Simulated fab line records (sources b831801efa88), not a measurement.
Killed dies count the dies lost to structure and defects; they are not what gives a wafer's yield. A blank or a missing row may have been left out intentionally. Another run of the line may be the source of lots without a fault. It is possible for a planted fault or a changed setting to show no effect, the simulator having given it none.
A lot that was struck, set against a sound lot / flow sky130 / 42 out of 708 route steps
Sound: the wafers L786.2, L786.4, L786.6. Wafers L790.1, L790.3, L790.5 were the ones struck. The cause is named last.
Per side, at each step with rows, come the tool, then ch with its chambers, and then its first start. Under that, the readings that differ: sound wafers / struck wafers / difference of the means / sigmas: that difference in standard deviations of wafers without a fault.
alike: readings with means less than 2 such deviations apart, plus words and numbers identical on both sides. not compared: withheld readings, readings lacking a value on some wafer, bounds such as >300 that could conceal the same value, and numbers that have no deviation in the record and whose values overlap.
A row with sigmas, a row that says differs or no value, or rows on one side alone: a step with any of these is where the two part. Numbers that have no deviation but don't overlap get no sigmas and don't part them. A reading that every wafer of one side lacks parts them only if that side has two wafers or more.

SKY_NWELL_RS_MEAS_31: measurement is done with a four-point probe.
  sound: film_metro-04 at day 6 08:22; struck: film_metro-02 at day 7 05:23
  alike: PWDE_RS
then, 7 steps without rows for these wafers: SKY_VT_ADJUST_HVTP_DEHYDRATE_00 (time 60 s); SKY_VT_ADJUST_HVTP_HMDS_01 (prime time 60 s); SKY_VT_ADJUST_HVTP_COAT_02 (resist thk 1140 nm); SKY_VT_ADJUST_HVTP_SOFTBAKE_03 (time 60 s); SKY_VT_ADJUST_HVTP_EXPOSE_04 (exposes mask HVTPM, target cd 380 nm); SKY_VT_ADJUST_HVTP_PEB_05; SKY_VT_ADJUST_HVTP_DEVELOP_06 (develop time 62.47 s).
SKY_VT_ADJUST_HVTP_CD_MEAS_07: target cd 380 nm.
  sound: cd_sem-01 at day 7 04:01; struck: cd_sem-02 at day 8 02:12
  alike: cd_nm
SKY_VT_ADJUST_HVTP_OVL_MEAS_08:
  sound: overlay-01 at day 7 04:07; struck: overlay-02 at day 8 02:19
  alike: VT_ADJUST_HVTP_OVL
next, for these wafers, 1 step has no rows: SKY_VT_ADJUST_HVTP_IMPLANT_09.
SKY_VT_ADJUST_HVTP_STRIP_10: strips in O2/N2.
  sound on plasma_asher-03 ch 0, day 7 04:18; struck on plasma_asher-03 ch 0,1, day 8 02:31
  alike: drypump_motor_current_A, oes_product_au, strip_time_to_endpoint_s
  not compared: rf_hours_counter_h
SKY_VT_ADJUST_HVTP_TW_MEAS_11:
  sound: film_metro-02 at day 7 04:25; struck: film_metro-04 at day 8 02:37
  alike: VT_ADJUST_HVTP_TW
then, 7 steps without rows for these wafers: SKY_VT_ADJUST_LVTN_DEHYDRATE_00 (time 60 s); SKY_VT_ADJUST_LVTN_HMDS_01 (prime time 60 s); SKY_VT_ADJUST_LVTN_COAT_02 (resist thk 3000 nm); SKY_VT_ADJUST_LVTN_SOFTBAKE_03; SKY_VT_ADJUST_LVTN_EXPOSE_04 (exposes mask NWM COMPLEMENT LESS NATIVE, target cd 840 nm); SKY_VT_ADJUST_LVTN_PEB_05; SKY_VT_ADJUST_LVTN_DEVELOP_06 (develop time 60 s).
SKY_VT_ADJUST_LVTN_OVL_MEAS_07:
  sound: overlay-01 at day 8 00:24; struck: overlay-01 at day 8 23:55
  alike: VT_ADJUST_LVTN_OVL
next, for these wafers, 1 step has no rows: SKY_VT_ADJUST_LVTN_IMPLANT_08.
SKY_VT_ADJUST_LVTN_STRIP_09: strips in O2/N2.
  sound on plasma_asher-04 ch 0,1, day 8 00:35; struck on plasma_asher-04 ch 1, day 9 00:05
reading=strip_time_to_endpoint_s (s); sound=36.96 36.96 37.01; struck=36.81 36.73 36.83; difference=-0.19; sigmas=-2
  alike: drypump_motor_current_A, oes_product_au
  not compared: rf_hours_counter_h
SKY_VT_ADJUST_LVTN_TW_MEAS_10:
  sound: film_metro-03 at day 8 00:41; struck: film_metro-01 at day 9 00:11
  alike: VT_ADJUST_LVTN_TW
then, 7 steps without rows for these wafers: SKY_VT_ADJUST_LVTN_DEHYDRATE_11 (time 60 s); SKY_VT_ADJUST_LVTN_HMDS_12 (prime time 60 s); SKY_VT_ADJUST_LVTN_COAT_13 (resist thk 1140 nm); SKY_VT_ADJUST_LVTN_SOFTBAKE_14 (time 60 s); SKY_VT_ADJUST_LVTN_EXPOSE_15 (exposes mask HVN STD DERIVED, target cd 600 nm); SKY_VT_ADJUST_LVTN_PEB_16; SKY_VT_ADJUST_LVTN_DEVELOP_17 (develop time 60 s).
SKY_VT_ADJUST_LVTN_OVL_MEAS_18:
  sound: overlay-01 at day 8 21:22; struck: overlay-01 at day 9 22:14
  alike: VT_ADJUST_LVTN_01_OVL
next, for these wafers, 1 step has no rows: SKY_VT_ADJUST_LVTN_IMPLANT_19.
SKY_VT_ADJUST_LVTN_STRIP_20: strips in O2/N2.
  sound on plasma_asher-02 ch 0,1, day 8 21:32; struck on plasma_asher-02 ch 0,1, day 9 22:26
  alike: drypump_motor_current_A, oes_product_au, strip_time_to_endpoint_s
  not compared: rf_hours_counter_h
SKY_VT_ADJUST_LVTN_TW_MEAS_21:
  sound: film_metro-03 at day 8 21:39; struck: film_metro-01 at day 9 22:32
  alike: VT_ADJUST_LVTN_2_TW
then, 6 steps without rows for these wafers: SKY_VT_ADJUST_NCORE_DEHYDRATE_00 (time 60 s); SKY_VT_ADJUST_NCORE_HMDS_01 (prime time 60 s); SKY_VT_ADJUST_NCORE_COAT_02 (resist thk 1148 nm); SKY_VT_ADJUST_NCORE_SOFTBAKE_03 (time 60 s); SKY_VT_ADJUST_NCORE_EXPOSE_04 (exposes mask LVTN COMPLEMENT THIN, target cd 380 nm); SKY_VT_ADJUST_NCORE_PEB_05.
-- here the record skips 38 days between the struck wafers' starts before and after, leaving off in module VT_ADJUST_NCORE and picking up in module PAD_OPEN (first step shown: number 708 of the route) --
SKY_PAD_OPEN_PROBE_99:
  sound: prober-02 at day 46 20:04; struck: prober-02 at day 47 19:52
reading=killed_at_front_end; sound=12 16 12; struck=41 36 79; difference=+39; sigmas=+8
reading=killed_dies; sound=103 79 85; struck=119 112 152; difference=+39; sigmas=+4
  alike: killed_at_M0_to_M3, killed_at_M4_up, killed_at_contacts, killed_at_other, killed_open, killed_short

== WHERE THEY PART ==
At SKY_VT_ADJUST_LVTN_STRIP_09 first; at SKY_PAD_OPEN_PROBE_99 last (within this record only).

WHY: whatever the simulator had introduced
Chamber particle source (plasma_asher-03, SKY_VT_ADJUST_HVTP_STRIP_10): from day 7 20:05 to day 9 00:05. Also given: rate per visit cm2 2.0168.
